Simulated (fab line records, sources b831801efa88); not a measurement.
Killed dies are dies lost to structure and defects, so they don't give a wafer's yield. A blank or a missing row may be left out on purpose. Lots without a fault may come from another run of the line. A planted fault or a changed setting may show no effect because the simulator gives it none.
A struck lot beside a sound one | flow sky130 | 24 steps out of a route of 708
Sound: wafers L226.3, L226.5, L226.6. Struck: wafer L231.6. (L231.3, L231.5 of the same lot were not struck and are left out.) The cause comes at the end.
At each step with rows: each side's tool, then ch and its chambers, then its first start. Under that, the readings that differ: sound wafers | struck wafers | difference of the means | sigmas: that difference in standard deviations of wafers without a fault.
alike: readings whose means differ by less than 2 such deviations, and words and numbers that are the same on both sides. not compared: withheld readings, readings that some wafer has no value for, bounds like >300 that may hide the same value, and numbers for which the record gives no deviation and whose values overlap.
The two part at a step that has a row with sigmas, a row that says differs or no value, or rows on one side only. Numbers that don't overlap but have no deviation are shown without sigmas and don't part them. A reading that every wafer of one side lacks parts them only if that side has two wafers or more.

SKY_VIA1_BOW_MEAS_03:
  sound on film_metro-01, day 34 13:08; struck on film_metro-02, day 36 02:36
  alike: VIA1_BOW
then, 8 steps without rows for these wafers: SKY_VIA1_DEHYDRATE_04 (time 60 s); SKY_VIA1_HMDS_05 (prime time 60 s); SKY_VIA1_COAT_06 (resist thk 60 nm); SKY_VIA1_COAT_07 (resist thk 450 nm); SKY_VIA1_SOFTBAKE_08 (time 90 s); SKY_VIA1_EXPOSE_09 (exposes mask VIM, target cd 150 nm); SKY_VIA1_PEB_10; SKY_VIA1_DEVELOP_11 (develop time 60 s).
SKY_VIA1_CD_MEAS_12: target cd 150 nm.
  sound on cd_sem-01, day 35 15:06; struck on cd_sem-01, day 37 05:17
  alike: cd_nm
SKY_VIA1_OVL_MEAS_13:
  sound on overlay-02, day 35 15:12; struck on overlay-02, day 37 05:23
  alike: VIA1_OVL
SKY_VIA1_ETCH_14: etches BARC in N2/H2, stops on SiO2, time 45.9 s, target depth 60 nm.
  sound on rie_diel-01 ch 0,1, day 35 15:13; struck on rie_diel-01 ch 3, day 37 05:25
  alike: drypump_motor_current_A, n2_flow_sccm, oes_product_au, throttle_valve_pct
  not compared: rf_hours_counter_h
SKY_VIA1_ETCH_15: etches SiO2 in C4F8/O2/Ar, stops on TiN, target depth 351 nm, time 54 s.
  sound on rie_diel-01 ch 0,1, day 35 15:16; struck on rie_diel-01 ch 3, day 37 05:27
  reading                                     | sound             | struck | difference | sigmas
  oes_product_au (a.u.)                       | 0.990 0.980 0.984 | 0.886  | -0.099     | -17
  model.VIA1.feature_depth_nm (nm)            | 344.1 346.3 346.9 | 287.9  | -57.9      |
  model.etch.depth_nm (nm)                    | 344.1 346.3 346.9 | 287.9  | -57.9      |
  model.KrF-thick_of_VIA1_COAT_07.thk_nm (nm) | 321.2 324.2 321.5 | 336.3  | +14.0      |
  not compared: rf_hours_counter_h
SKY_VIA1_STRIP_16: strips in O2/N2.
  sound on plasma_asher-02 ch 0,1, day 35 15:20; struck on plasma_asher-02 ch 1, day 37 05:32
  reading                      | sound             | struck | difference | sigmas
  strip_time_to_endpoint_s (s) | 4.449 4.472 4.459 | 4.608  | +0.148     | +5
  alike: drypump_motor_current_A, n2_flow_sccm, o2_flow_sccm, oes_product_au
  not compared: rf_hours_counter_h
then, 3 steps without rows for these wafers: SKY_VIA1_STRIP_17 (strips in post etch residue remover, time 1200 s); SKY_VIA1_CLEAN_18 (cleans in IPA, time 180 s); SKY_VIA1_CLEAN_19 (cleans in O3/DIW).
SKY_VIA1_SPUTTER_20: material TiN, target thk 20 nm, time 80 s.
  sound on pvd_sputter-02, day 35 15:54; struck on pvd_sputter-02, day 37 06:05
  alike: throttle_valve_pct
SKY_VIA1_CVD_21: deposits W, target thk 270 nm, time 80.902 s.
  sound on cvd_w-02 ch 0,1, day 35 15:59; struck on cvd_w-01 ch 1, day 37 06:11
  alike: heater_power_w
SKY_VIA1_CMP_24: polishes, stops on SiO2, t overpolish 15 s, target thk 0 nm.
  sound on cmp-02 ch 0,1, day 35 16:14; struck on cmp-01 ch 1, day 37 06:35
  reading             | sound          | struck | difference | sigmas
  motor_current_A (A) | 12.2 12.7 10.4 | 9.8    | -2.0       | -2
  alike: overpolish_run_s, platen_rpm, time_to_endpoint_s
SKY_METAL2_SPUTTER_00: material Ti, target thk 15 nm, time 10 s.
  the record has rows for the sound wafers here (pvd_sputter-02, day 35 16:32) and none for the struck ones
SKY_METAL2_SPUTTER_01: material TiN, target thk 20 nm, time 16.7 s.
  the record has rows for the sound wafers here (pvd_sputter-02, day 35 16:34) and none for the struck ones
SKY_METAL2_SPUTTER_02: material AlCu, target thk 250 nm, time 13.3 s.
  the record has rows for the sound wafers here (pvd_sputter-02, day 35 16:35) and none for the struck ones
-- the record jumps here: 11 days lie between the struck wafers' starts before and after (it left off in module METAL2 and takes up again in module PAD_OPEN, whose first step shown is number 708 of the route) --
SKY_PAD_OPEN_PROBE_99:
  sound on prober-01, day 47 03:14; struck on prober-01, day 48 10:41
  reading                               | sound | struck                   | difference                   | sigmas
  hold                                  | - - - | await_dispo/2.9h/release | no value on the sound wafers |
  model.etest.nfet_16v.under_floor      | 0 0 0 | 1                        | +1                           |
  model.etest.met1_comb.under_floor     | 0 0 0 | 1                        | +1                           |
  model.etest.sram_nfet_pass.open       | 0 0 0 | 1                        | +1                           |
  model.etest.pfet_g5v0d10v5.open       | 0 0 0 | 1                        | +1                           |
  model.etest.licon_to_gate.open        | 0 0 0 | 1                        | +1                           |
  model.etest.mcon_chain.open           | 0 0 0 | 1                        | +1                           |
  model.etest.pfet_16v.open             | 0 0 0 | 1                        | +1                           |
  model.etest.pfet_01v8_hvt.under_floor | 0 0 0 | 1                        | +1                           |

WHERE THEY PART
First at SKY_VIA1_ETCH_15; last, within this record, at SKY_PAD_OPEN_PROBE_99.

WHY: what the simulator had put in
Process parameter drift: rie_diel-01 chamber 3, from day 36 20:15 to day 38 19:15, at SKY_VIA1_ETCH_15. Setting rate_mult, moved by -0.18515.
